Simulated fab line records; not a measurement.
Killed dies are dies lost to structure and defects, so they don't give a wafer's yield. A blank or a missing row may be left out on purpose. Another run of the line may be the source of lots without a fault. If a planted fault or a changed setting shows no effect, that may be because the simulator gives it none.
Problem report in the 8D (eight disciplines) form, filled by code :: flow sfq line :: the parts of the form that need people (team, actions taken, sign-off) are left out

== 1. THE ISSUE ==
head pressure psi at SFQ_TRILAYER_I7_CMP_CMP_184 reads a mean of 2.772 psi on 5 wafers of 2 lots; wafers without a fault read 3.000 psi with a standard deviation of 0.007. Relative to the usual mean, that is a shift of -33 standard deviations.
The step: polishes SiO2.
Earliest sighting: wafer L817.2 on cmp-02 at day 76 08:17. The record holds 41 wafers of 14 lots with a number at this step. Rule for "out", or "out of limits": more than 4 standard deviations from the usual mean. Any other wafer with a number is counted as sound.

== 2. WHAT IT IS AND WHAT IT IS NOT ==
question: which readings at this step
is: head pressure psi
is not: motor current A

question: which lots
is: L817, L818
is not: L810, L811, L812, L813, L814, L815, L823, L829, L830, L831, L832, L833

question: which wafers of those lots
is: all that have a number
is not: -

question: read on which tools
is: cmp-02
is not: cmp-01

question: when
is: from day 76 08:17
is not: up to then (18 sound wafers); but 18 sound wafers of L823, L829, L830, L831, L832, L833 came after

== 3. SUSPECTS, AND WHAT RULES EACH OUT ==
Counting: a tool stays on the suspect list if, at a process step up to the reading, it processed all lots that are out and no sound lot following the first of them.
- rie metal-02 at SFQ_TRILAYER_M7_STRIP_STRIP_181 (strips in O2): ruled out as a lasting fault. After its first lot that is out, L817 (day 76 06:56), sound lots L829, L832 ran on it.
- cmp-02 at SFQ_TRILAYER_I7_CMP_CMP_184 (polishes SiO2): ruled out as a lasting fault. After its first lot that is out, L817 (day 76 08:17), sound lots L830, L831, L833 ran on it.
Left after counting: nothing in the record.

== 4. THE CAUSE (what the simulator had put in) ==
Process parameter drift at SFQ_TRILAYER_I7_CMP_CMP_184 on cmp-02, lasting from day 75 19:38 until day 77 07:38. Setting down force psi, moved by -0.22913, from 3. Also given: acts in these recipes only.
Counting ruled it out, wrongly.

== 5. SEQUENCE OF EFFECTS, ordered by route ==
Each row: a reading where the mean over the struck wafers with a number is more than 3 standard deviations away from the usual. Only readings for which the record gives a usual standard deviation are gone through. hours: the time from each lot's start at the first step in this table that gives one to its start at this step, as a median over the lots. sigmas: the change in usual standard deviations.
hours: 0
step: SFQ_TRILAYER_I7_CMP_CMP_184
reading: head pressure psi
usual: 3.000 psi
on struck wafers: 2.772
change: -0.228
sigmas: -33
Process steps it contains:
- SFQ_TRILAYER_I7_CMP_CMP_184: polishes SiO2.

== 6. WHAT WOULD HAVE CAUGHT IT SOONER ==
First out-of-limits reading in this record: day 76 08:17, which is 13 hours after fault onset at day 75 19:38.
